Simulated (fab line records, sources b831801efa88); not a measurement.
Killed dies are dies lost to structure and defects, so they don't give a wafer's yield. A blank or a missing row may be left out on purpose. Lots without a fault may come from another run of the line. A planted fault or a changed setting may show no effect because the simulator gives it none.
Chamber matching | flow gf180mcu | GF_M5_ETCH_09 on rie_diel-01: 4 sister chambers
The step etches Si3N4 in CF4/O2, target depth 52 nm, time 11.6 s. 24 wafers are shown with their chamber, then 12 later ones without.

WAFERS WITH THEIR CHAMBER
wafer  | chamber | drypump_motor_current_A (A) | oes_product_au (a.u.) | throttle_valve_pct (%)
L074.1 | 0       | 5.8                         | 0.983                 | 5.968
L074.2 | 2       | 5.4                         | 1.010                 | 5.966
L074.4 | 1       | 5.1                         | 0.998                 | 5.979
L079.4 | 2       | 5.4                         | 1.008                 | 5.975
L079.5 | 0       | 5.8                         | 1.000                 | 5.969
L079.6 | 3       | 5.5                         | 1.007                 | 5.968
L080.1 | 2       | 5.4                         | 0.997                 | 5.976
L080.2 | 3       | 5.5                         | 1.005                 | 5.964
L080.6 | 2       | 5.4                         | 1.007                 | 5.953
L083.1 | 0       | 5.7                         | 0.996                 | 5.977
L083.3 | 3       | 5.5                         | 1.013                 | 5.976
L083.4 | 1       | 5.1                         | 0.996                 | 5.973
L085.1 | 3       | 5.5                         | 1.009                 | 5.966
L085.3 | 2       | 5.4                         | 1.016                 | 5.979
L085.5 | 0       | 5.7                         | 0.985                 | 5.972
L086.1 | 2       | 5.4                         | 1.010                 | 5.977
L086.2 | 3       | 5.5                         | 1.007                 | 5.979
L086.5 | 3       | 5.5                         | 1.024                 | 5.971
L087.1 | 2       | 5.4                         | 1.010                 | 5.973
L087.3 | 0       | 5.8                         | 0.995                 | 5.968
L087.6 | 0       | 5.8                         | 0.997                 | 5.978
L088.2 | 0       | 5.8                         | 0.995                 | 5.957
L088.3 | 2       | 5.4                         | 1.009                 | 5.985
L088.4 | 3       | 5.5                         | 1.014                 | 5.974

SIGNATURES (means of the wafers above)
reading                 | chamber 0 | chamber 1 | chamber 2 | chamber 3 | scatter within a chamber
drypump_motor_current_A | 5.771     | 5.100     | 5.400     | 5.500     | 0.0267
oes_product_au          | 0.99300   | 0.99700   | 1.00838   | 1.01129   | 0.00591
throttle_valve_pct      | 5.96986   | 5.97600   | 5.97300   | 5.97114   | 0.00759
Rule: a wafer's distance from a chamber is the root of the sum, over the readings, of the square of ((its reading less the chamber's mean) divided by the reading's scatter). The wafer belongs to the nearest chamber; if the next one is less than 2 further off, it can't be placed. The scatter: the root of (the sum of the squares of (reading less its chamber's mean) over the shown wafers, divided by (wafers less chambers)).

WAFERS WITHOUT THEIR CHAMBER
wafer  | drypump_motor_current_A (A) | oes_product_au (a.u.) | throttle_valve_pct (%)
L091.1 | 5.5                         | 1.004                 | 5.973
L091.3 | 5.5                         | 1.008                 | 5.978
L091.5 | 5.8                         | 0.997                 | 5.974
L094.1 | 5.5                         | 1.000                 | 5.970
L094.3 | 5.5                         | 0.999                 | 5.963
L094.5 | 5.4                         | 1.002                 | 5.972
L096.2 | 5.1                         | 0.996                 | 5.971
L096.4 | 5.5                         | 1.009                 | 5.977
L096.5 | 5.7                         | 0.990                 | 5.970
L097.2 | 5.1                         | 0.998                 | 5.987
L097.4 | 5.8                         | 0.998                 | 5.984
L097.6 | 5.4                         | 1.002                 | 5.979

WHICH CHAMBER EACH WENT THROUGH
wafer  | from the rows above     | in truth
L091.1 | 3                       | 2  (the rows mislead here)
L091.3 | 3                       | 3
L091.5 | 0                       | 0
L094.1 | 3                       | 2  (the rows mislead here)
L094.3 | can't be placed: 3 or 2 | 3
L094.5 | 2                       | 2
L096.2 | 1                       | 1
L096.4 | 3                       | 3
L096.5 | 0                       | 0
L097.2 | 1                       | 1
L097.4 | 0                       | 0
L097.6 | 2                       | 2
Placed correctly: 9 of 12. Can't be placed from these rows: 1 (the true chamber is among the candidates in 1). Placed wrongly: 2.
